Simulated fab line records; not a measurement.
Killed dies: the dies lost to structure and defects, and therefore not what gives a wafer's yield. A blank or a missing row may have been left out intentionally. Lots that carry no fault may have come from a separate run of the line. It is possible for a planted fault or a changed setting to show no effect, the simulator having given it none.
Matching of chambers ; flow sky130 ; SKY_LI_CONTACT_CMP_02 on cmp-01: 4 sister chambers
The step polishes PSG. 16 wafers are shown with their chamber, then 8 later ones without.

== WAFERS, EACH WITH ITS CHAMBER ==
wafer;chamber;motor-current-A (A);time-to-endpoint-s (s)
L384.2;3;11.3;35.9
L384.3;1;11.0;35.7
L384.4;0;13.0;36.3
L386.1;3;11.0;35.5
L386.2;2;13.5;34.7
L386.6;1;10.9;31.1
L389.2;0;12.7;33.6
L389.5;1;10.3;32.3
L389.6;2;13.9;35.9
L398.1;3;11.4;32.0
L398.4;1;11.0;30.6
L398.5;2;13.4;30.6
L402.3;1;11.0;34.2
L402.4;0;13.2;32.0
L402.5;2;13.1;34.8
L401.1;1;11.0;33.4

SIGNATURES (means of the wafers above)
reading;chamber 0;chamber 1;chamber 2;chamber 3;scatter within a chamber
motor-current-A;12.967;10.867;13.475;11.233;0.279
time-to-endpoint-s;33.967;32.883;34.000;34.467;2.11
Rule: a wafer's distance from a chamber is the root of the sum, over the readings, of the square of ((its reading less the chamber's mean) divided by the reading's scatter). The wafer belongs to the nearest chamber; if the next one is less than 2 further off, it can't be placed. The scatter: the root of (the sum of the squares of (reading less its chamber's mean) over the shown wafers, divided by (wafers less chambers)).

== WAFERS MISSING THEIR CHAMBER ==
wafer;motor-current-A (A);time-to-endpoint-s (s)
L401.3;14.0;34.2
L401.5;11.0;34.1
L400.1;13.3;30.8
L400.5;11.9;32.5
L400.6;13.8;30.4
L403.2;12.7;28.8
L403.3;11.2;31.5
L403.4;10.6;28.9

== EACH ONE'S CHAMBER ==
wafer;from the rows above;in truth
L401.3;can't be placed: 2 or 0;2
L401.5;can't be placed: 1 or 3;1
L400.1;can't be placed: 2 or 0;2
L400.5;can't be placed: 3 or 1 or 0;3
L400.6;can't be placed: 2 or 0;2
L403.2;can't be placed: 0 or 2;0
L403.3;can't be placed: 1 or 3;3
L403.4;can't be placed: 1 or 3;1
0 of 8 placed correctly. Unplaceable from these rows: 8, with the true chamber sitting among the candidates in 8. 0 placed wrongly.
